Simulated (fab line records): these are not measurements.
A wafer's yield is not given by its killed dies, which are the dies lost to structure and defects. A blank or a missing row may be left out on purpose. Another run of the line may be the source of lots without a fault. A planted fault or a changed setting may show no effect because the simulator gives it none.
What tool caused it? | flow sky130 | Sampling: 12 lots, 36 wafers, 3 of 708 route steps

## WHAT EACH GAUGE READ, for each wafer
SKY_PASSIVATION_THK_MEAS_03. Usual: for PASSIVATION_CVD_02_THK the level is 538 nm and the standard deviation is 7.4.
lot  | measured     | on           | PASSIVATION_CVD_02_THK (nm) | flag
L283 | day 43 20:45 | filmMetro-02 | 539 546 543                 | 
L284 | day 44 05:43 | filmMetro-01 | 546 544 556                 | 
L286 | day 45 00:19 | filmMetro-04 | 533 541 539                 | 
L287 | day 45 00:26 | filmMetro-04 | 529 544 549                 | 
L290 | day 45 21:57 | filmMetro-01 | 533 547 543                 | 
L291 | day 46 15:16 | filmMetro-02 | 526 519 533                 | 
L292 | day 46 16:52 | filmMetro-04 | 536 542 545                 | 
L293 | day 46 23:17 | filmMetro-02 | 536 540 546                 | 
L294 | day 47 06:39 | filmMetro-04 | 528 540 545                 | 
L295 | day 47 20:23 | filmMetro-04 | 523 530 527                 | 
L304 | day 49 11:25 | filmMetro-04 | 532 540 546                 | 
L305 | day 49 17:04 | filmMetro-04 | 536 548 547                 | 

## TOOL THAT RAN EACH LOT (tool first, then ch and the chambers of the sampled wafers, then the start)
lot  | SKY_METAL5_SPUTTER_01       | SKY_METAL5_STRIP_16
L283 | pvdSputter-01, day 42 20:26 | plasmaAsher-01 ch 0,1, day 43 19:47
L284 | pvdSputter-03, day 43 06:32 | plasmaAsher-01 ch 0,1, day 44 04:49
L286 | pvdSputter-01, day 44 01:43 | plasmaAsher-03 ch 0,1, day 44 23:26
L287 | pvdSputter-03, day 44 01:52 | plasmaAsher-04 ch 0,1, day 44 23:31
L290 | pvdSputter-03, day 44 23:55 | plasmaAsher-01 ch 0,1, day 45 20:58
L291 | pvdSputter-04, day 45 18:23 | plasmaAsher-01 ch 0,1, day 46 14:19
L292 | pvdSputter-04, day 45 20:05 | plasmaAsher-01 ch 0,1, day 46 15:58
L293 | pvdSputter-04, day 46 01:34 | plasmaAsher-03 ch 0,1, day 46 22:21
L294 | pvdSputter-01, day 46 09:43 | plasmaAsher-04 ch 0,1, day 47 05:40
L295 | pvdSputter-03, day 47 04:05 | plasmaAsher-04 ch 0,1, day 47 19:28
L304 | pvdSputter-03, day 48 16:04 | plasmaAsher-03 ch 0,1, day 49 10:31
L305 | pvdSputter-03, day 48 21:14 | plasmaAsher-04 ch 0,1, day 49 16:07
- SKY_METAL5_SPUTTER_01: material TiN, target thk 20 nm, time 16.7 s.
- SKY_METAL5_STRIP_16: strips in O2/N2.

## AS READ BY THE TOOLS THEMSELVES (means over the sampled wafers that have a number; for cases with no such wafer, the mark the record gives instead)
SKY_METAL5_SPUTTER_01. Usual: throttleValvePct reads 29.8 % (standard deviation 0.92).
lot  | tool          | throttleValvePct (%) | flag
L283 | pvdSputter-01 | 30.5                 | 
L284 | pvdSputter-03 | 30.0                 | 
L286 | pvdSputter-01 | 30.8                 | 
L287 | pvdSputter-03 | 29.6                 | 
L290 | pvdSputter-03 | 28.8                 | 
L291 | pvdSputter-04 | 29.7                 | 
L292 | pvdSputter-04 | 30.7                 | 
L293 | pvdSputter-04 | 29.7                 | 
L294 | pvdSputter-01 | 29.6                 | 
L295 | pvdSputter-03 | 29.2                 | 
L304 | pvdSputter-03 | 29.8                 | 
L305 | pvdSputter-03 | 30.0                 | 

SKY_METAL5_STRIP_16. Usual: chamberPressureMTorr 1499.8 mTorr, standard deviation 1.4; drypumpMotorCurrentA 5.6 A, standard deviation 0.44; o2FlowSccm 3001 sccm, standard deviation 9; oesProductAu 0.710 a.u., standard deviation 0.0041; stripTimeToEndpointS 13.09 s, standard deviation 0.12.
lot  | tool           | chamberPressureMTorr (mTorr) | drypumpMotorCurrentA (A) | o2FlowSccm (sccm) | oesProductAu (a.u.) | stripTimeToEndpointS (s) | flag
L283 | plasmaAsher-01 | 1499.6                       | 5.4                      | 3013              | 0.705               | 12.91                    | 
L284 | plasmaAsher-01 | 1502.3                       | 5.4                      | 2997              | 0.711               | 13.20                    | 
L286 | plasmaAsher-03 | 1500.5                       | 5.9                      | 2992              | 0.708               | 13.05                    | 
L287 | plasmaAsher-04 | 1499.4                       | 5.6                      | 3007              | 0.712               | 13.10                    | 
L290 | plasmaAsher-01 | 1500.1                       | 5.6                      | 3006              | 0.708               | 13.04                    | 
L291 | plasmaAsher-01 | 1498.9                       | 5.4                      | 2997              | 0.710               | 13.20                    | 
L292 | plasmaAsher-01 | 1499.8                       | 5.6                      | 3005              | 0.709               | 13.14                    | 
L293 | plasmaAsher-03 | 1500.5                       | 6.0                      | 3001              | 0.715               | 12.90                    | 
L294 | plasmaAsher-04 | 1500.4                       | 5.6                      | 2997              | 0.708               | 12.94                    | 
L295 | plasmaAsher-04 | 1501.0                       | 5.6                      | 3015              | 0.715               | 13.14                    | 
L304 | plasmaAsher-03 | 1499.7                       | 6.0                      | 2995              | 0.711               | 13.03                    | 
L305 | plasmaAsher-04 | 1500.1                       | 5.6                      | 3003              | 0.710               | 13.04                    | 

## THE ANSWER, worked out from the rows above alone
Rule: lot off if the mean of its wafers having a number is beyond 3 standard deviations from the usual mean. A lot without any number at a reading at which 4 lots or more have one is off too. The other lots that the step has rows for count as sound. After the gauges, taken in route order, come the tools' own readings; for these a lot's mean is taken, as printed above. At the first step where some lot is off, the reading lying furthest off is the one used; lots without a number count as furthest.
None of the lots is off at any reading shown; this tells nothing.

## WHAT THE SIMULATOR HAD PUT IN
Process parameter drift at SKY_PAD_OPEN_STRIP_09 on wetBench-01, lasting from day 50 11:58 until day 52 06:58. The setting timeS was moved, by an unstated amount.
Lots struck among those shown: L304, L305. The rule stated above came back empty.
